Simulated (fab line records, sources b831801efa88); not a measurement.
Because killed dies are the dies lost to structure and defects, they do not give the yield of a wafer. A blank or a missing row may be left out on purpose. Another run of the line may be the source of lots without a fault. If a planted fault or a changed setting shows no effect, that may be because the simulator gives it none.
Comparing a struck lot with a sound one	flow sky130	41 steps out of a route of 708
Sound: the wafers L820.4, L820.5, L820.6. Struck: wafer L837.4 (left out: L837.3, a lot-mate that was not struck); the cause follows at the end.
Order at every step that has rows: each side's tool, ch and its chambers, its first start. Under that, the readings that differ: sound wafers	struck wafers	difference of the means	sigmas: that difference in standard deviations of wafers without a fault.
alike: readings whose means differ by less than 2 such deviations, and words and numbers that are the same on both sides. not compared: withheld readings, readings that some wafer has no value for, bounds like >300 that may hide the same value, and numbers for which the record gives no deviation and whose values overlap.
The two part at a step that has a row with sigmas, a row that says differs or no value, or rows on one side only. Non-overlapping numbers with no deviation appear without sigmas and do not part them. A reading that every wafer of one side lacks parts them only if that side has two wafers or more.

first, 4 steps without rows for these wafers: SKY_LI_CONTACT_SOFTBAKE_08 (time 90 s); SKY_LI_CONTACT_EXPOSE_09 (exposes mask LICM1, target cd 170 nm); SKY_LI_CONTACT_PEB_10; SKY_LI_CONTACT_DEVELOP_11 (develop time 60 s).
SKY_LI_CONTACT_CD_MEAS_12: the cd target is 170 nm.
  sound on cd_sem-01, day 30 10:04; struck on cd_sem-01, day 36 11:22
reading	sound	struck	difference	sigmas
cd_nm (nm)	172.9 170.9 172.1	168.0	-4.0	-3
SKY_LI_CONTACT_OVL_MEAS_13:
  sound on overlay-02, day 30 10:09; struck on overlay-02, day 36 11:27
reading	sound	struck	difference	sigmas
LI_CONTACT_OVL (nm)	7 4 12	-6	-14	-2
SKY_LI_CONTACT_ETCH_14: etches BARC in N2/H2, stops on SiO2, time 45.9 s, target depth 60 nm.
  sound on rie_diel-04 ch 1,2,3, day 30 10:11; struck on rie_diel-04 ch 0, day 36 11:28
reading	sound	struck	difference	sigmas
rf_hours_counter_h (h)	- - -	3	no value on the sound wafers	
  alike: drypump_motor_current_A, oes_product_au, throttle_valve_pct
SKY_LI_CONTACT_ETCH_15: etches PSG in C4F8/O2/Ar, stops on Si, target depth 600 nm.
  sound on rie_diel-04 ch 1,2,3, day 30 10:15; struck on rie_diel-04 ch 0, day 36 11:31
  alike: oes_product_au
then, 4 steps without rows for these wafers: SKY_LI_CONTACT_STRIP_16 (strips in O2/N2); SKY_LI_CONTACT_CLEAN_17 (cleans in NMP, time 600 s); SKY_LI_CONTACT_PRE_CLEAN_18 (time 5.6 s); SKY_LI_CONTACT_SPUTTER_19 (material Ti, target thk 20 nm, time 106.37 s).
SKY_LI_CONTACT_SPUTTER_20: material TiN, target thk 20 nm, time 80 s.
  sound on pvd_sputter-04, day 30 10:40; struck on pvd_sputter-04, day 36 12:34
reading	sound	struck	difference	sigmas
model.TiN_of_LI_CONTACT_SPUTTER_20.thk_nm (nm)	19.6 19.83 19.48	1.745	-17.892	
  alike: throttle_valve_pct
SKY_LI_CONTACT_CVD_21: deposits W, target thk 400 nm, time 120.56 s.
  sound on cvd_w-02 ch 0,1, day 30 10:46; struck on cvd_w-01 ch 0, day 36 12:40
  alike: heater_power_w
then, 1 step without rows for these wafers: SKY_LI_CONTACT_CMP_24 (polishes, stops on PSG, t overpolish 20 s, target thk 0 nm).
SKY_LOCAL_INTERCONNECT_SPUTTER_00: material TiN, target thk 100 nm, time 83.3 s.
  sound wafers here have rows in the record (pvd_sputter-01, day 30 11:20); struck ones have none
SKY_LOCAL_INTERCONNECT_RS_MEAS_01: measures by four-point-probe.
  sound wafers here have rows in the record (film_metro-01, day 30 11:27); struck ones have none
SKY_LOCAL_INTERCONNECT_THK_MEAS_02: measures by xrf.
  sound wafers here have rows in the record (film_metro-01, day 30 11:32); struck ones have none
then, 8 steps without rows for these wafers: SKY_LOCAL_INTERCONNECT_DEHYDRATE_03 (time 60 s); SKY_LOCAL_INTERCONNECT_HMDS_04 (prime time 60 s); SKY_LOCAL_INTERCONNECT_COAT_05 (resist thk 60 nm); SKY_LOCAL_INTERCONNECT_COAT_06 (resist thk 450 nm); SKY_LOCAL_INTERCONNECT_SOFTBAKE_07 (time 90 s); SKY_LOCAL_INTERCONNECT_EXPOSE_08 (exposes mask LI1M, target cd 170 nm); SKY_LOCAL_INTERCONNECT_PEB_09; SKY_LOCAL_INTERCONNECT_DEVELOP_10 (develop time 60 s).
SKY_LOCAL_INTERCONNECT_CD_MEAS_11: the cd target is 170 nm.
  sound wafers here have rows in the record (cd_sem-02, day 31 14:56); struck ones have none
SKY_LOCAL_INTERCONNECT_OVL_MEAS_12:
  sound wafers here have rows in the record (overlay-02, day 31 15:01); struck ones have none
then, 7 steps without rows for these wafers: SKY_LOCAL_INTERCONNECT_ETCH_13 (etches BARC in N2/H2, stops on SiO2, time 45.9 s, target depth 60 nm); SKY_LOCAL_INTERCONNECT_METAL_ETCH_14 (etches TiN in Cl2/BCl3, stops on PSG, target depth 110 nm, time 31.4 s); SKY_LOCAL_INTERCONNECT_STRIP_15 (strips in O2/N2); SKY_LOCAL_INTERCONNECT_STRIP_16 (strips in post etch residue remover, time 1200 s); SKY_LOCAL_INTERCONNECT_CLEAN_17 (cleans in IPA, time 180 s); SKY_LOCAL_INTERCONNECT_CLEAN_18 (cleans in O3/DIW); SKY_CONTACT_CVD_00 (deposits Si3N4, target thk 75 nm).
SKY_CONTACT_THK_MEAS_01:
  sound wafers here have rows in the record (film_metro-02, day 31 15:47); struck ones have none
then, 1 step without rows for these wafers: SKY_CONTACT_HDPCVD_02 (deposits SiO2, target thk 565 nm, time 94.2 s).
SKY_CONTACT_THK_MEAS_03:
  sound wafers here have rows in the record (film_metro-02, day 31 15:55); struck ones have none
SKY_CONTACT_CMP_04: polishes SiO2.
  the record has rows for the sound wafers here (cmp-02 ch 1,2, day 31 16:00) and none for the struck ones
SKY_CONTACT_BOW_MEAS_05:
  sound wafers here have rows in the record (film_metro-02, day 31 16:19); struck ones have none
-- the record jumps here: 15 days lie between the struck wafers' starts before and after (it left off in module CONTACT and takes up again in module PAD_OPEN, whose first step shown is number 708 of the route) --
SKY_PAD_OPEN_PROBE_99:
  sound on prober-02, day 46 22:50; struck on prober-01, day 51 08:44
reading	sound	struck	difference	sigmas
killed_at_M4_up	9 3 3	1	-4	-2
killed_at_contacts	19 26 20	437	+415	+77
killed_dies	86 88 78	492	+408	+47
killed_on_rim	21 20 19	96	+76	+22
  alike: killed_at_M0_to_M3, killed_at_front_end, killed_at_other, killed_open, killed_short

== WHERE THEY PART ==
First at SKY_LI_CONTACT_CD_MEAS_12; last, within this record, at SKY_PAD_OPEN_PROBE_99.

WHY: the cause the simulator had injected
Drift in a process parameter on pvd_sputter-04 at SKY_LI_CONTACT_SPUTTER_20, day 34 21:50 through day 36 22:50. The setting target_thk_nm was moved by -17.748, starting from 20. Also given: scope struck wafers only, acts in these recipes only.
